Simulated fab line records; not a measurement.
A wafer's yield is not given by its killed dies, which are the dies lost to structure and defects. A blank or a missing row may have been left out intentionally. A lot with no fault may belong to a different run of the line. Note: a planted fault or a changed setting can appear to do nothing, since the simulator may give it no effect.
Chamber matching	flow gf180mcu	rie-diel-01 running GF_HV_LDD_ETCHBACK_58: 4 sister chambers
The step etches Si3N4 in CH3F/O2, stops on SiO2, time 100 s, target depth 90 nm. 8 wafers are shown with their chamber, then 11 later ones without.

WAFERS, EACH WITH ITS CHAMBER
wafer	chamber	drypump-motor-current-A (A)	O2_flow_sccm (sccm)
L079.3	1	6.1	29.88
L078.6	0	5.9	29.96
L080.5	0	6.0	30.04
L084.4	1	6.1	30.02
L089.3	2	6.5	29.92
L089.4	3	5.6	29.97
L089.6	3	5.6	30.07
L090.2	2	6.4	30.02

WAFERS WITHOUT THEIR CHAMBER
wafer	drypump-motor-current-A (A)	O2_flow_sccm (sccm)
L090.3	5.6	29.94
L090.4	6.1	29.98
L091.1	6.1	30.02
L091.4	6.5	30.06
L091.6	5.9	30.15
L096.3	5.9	30.15
L096.4	5.6	29.93
L096.5	5.9	30.04
L097.1	5.9	29.98
L097.3	6.1	29.91
L097.4	6.5	30.01

THE CHAMBER EACH PASSED THROUGH
wafer	from the rows above	in truth
L090.3	3	3
L090.4	1	1
L091.1	1	1
L091.4	2	2
L091.6	0	0
L096.3	0	0
L096.4	3	3
L096.5	0	0
L097.1	0	0
L097.3	1	1
L097.4	2	2
Correct placement for 11 of the 11. Number that these rows cannot place: 0. Wrongly placed: 0.
How it was worked out, from the rows above alone: a wafer's distance from a chamber is the root of the sum, over the readings, of the square of ((its reading less the chamber's mean) divided by the reading's scatter). The wafer belongs to the nearest chamber; if the next one is less than 2 further off, it can't be placed. Each chamber's mean is taken over the wafers shown for it. The scatter: take each reading less its chamber's mean, square it, sum over the shown wafers, divide by the number of wafers less the number of chambers, and take the root.
